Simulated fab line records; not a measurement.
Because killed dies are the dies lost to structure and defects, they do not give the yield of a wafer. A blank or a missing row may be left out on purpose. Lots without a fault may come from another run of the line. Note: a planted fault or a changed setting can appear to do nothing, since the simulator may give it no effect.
Problem report in the 8D (eight disciplines) form, filled by code | flow sky130 | the parts of the form that need people (team, actions taken, sign-off) are left out

## 1. WHAT IS WRONG
Wafers free of any fault read 1359 (standard deviation 12) for VT_ADJUST_HVTP_TW at SKY_VT_ADJUST_HVTP_TW_MEAS_11, against a mean of 1274 on 3 wafers of 3 lots. Measured from the usual mean, that is -7.1 standard deviations.
First seen on wafer L151.5, day 8 15:56, on film-metro-04. The record has a number at this step for 36 wafers belonging to 13 lots. Rule for "out", or "out of limits": more than 4 standard deviations from the usual mean. All remaining wafers that have a number are taken as sound.

## 2. WHAT IT IS, AND WHAT IT ISN'T
question                    | is                           | is not
which readings at this step | VT_ADJUST_HVTP_TW            | -
which lots                  | L151, L152, L153             | L142, L143, L144, L154, L156, L158, L161, L162, L164, L165
which wafers of those lots  | L151.5, L152.5, L153.5       | L151.3, L152.3, L153.3
read on which gauges        | film-metro-03, film-metro-04 | film-metro-01
when                        | from day 8 15:56             | up to then (10 sound wafers); but 23 sound wafers of L152, L153, L154, L156, L158, L161, L162, L164, L165 came after

## 3. SUSPECTS, AND WHAT RULES EACH OUT
Counting: if a tool at a process step up to the reading ran every lot that is out, it stays a suspect. Sound lots after the first of them don't rule it out here, since some wafers of a struck lot are sound.
- ruled out: the gauge at SKY_VT_ADJUST_HVTP_TW_MEAS_11. The wafers that are out were read on 2 gauges (film-metro-03, film-metro-04).
- implanter-03 at SKY_VT_ADJUST_HVTP_IMPLANT_09: kept. It ran every lot that is out, first L151 (day 8 15:43).
Remaining after the count: implanter-03 at SKY_VT_ADJUST_HVTP_IMPLANT_09.

## 4. THE CAUSE (what the simulator had put in)
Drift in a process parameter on implanter-03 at SKY_VT_ADJUST_HVTP_IMPLANT_09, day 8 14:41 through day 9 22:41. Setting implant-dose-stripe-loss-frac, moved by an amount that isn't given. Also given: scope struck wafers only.
After counting, this tool was the only one left.

## 5. THE CHAIN OF EFFECTS, in route order
Each row: a reading whose mean over the struck wafers that have a number lies more than 3 standard deviations from the usual. Only readings for which the record gives a usual standard deviation are gone through. hours: the time from each lot's start at the first step in this table that gives one to its start at this step, as a median over the lots. sigmas: the change in usual standard deviations.
hours | step                          | reading           | usual | on struck wafers | change | sigmas
0     | SKY_VT_ADJUST_HVTP_TW_MEAS_11 | VT_ADJUST_HVTP_TW | 1359  | 1274             | -85    | -7.1

## 6. HOW IT WOULD HAVE BEEN CAUGHT EARLIER
In this record the first reading out of limits at a measuring or inspecting step was taken at day 8 15:56, 1 hour after the fault began at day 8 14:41.
Lots out: 3; of these, L152, L153 started SKY_VT_ADJUST_HVTP_IMPLANT_09 on implanter-03 after day 8 15:56. A hold on the tool at that time would have spared those 2.
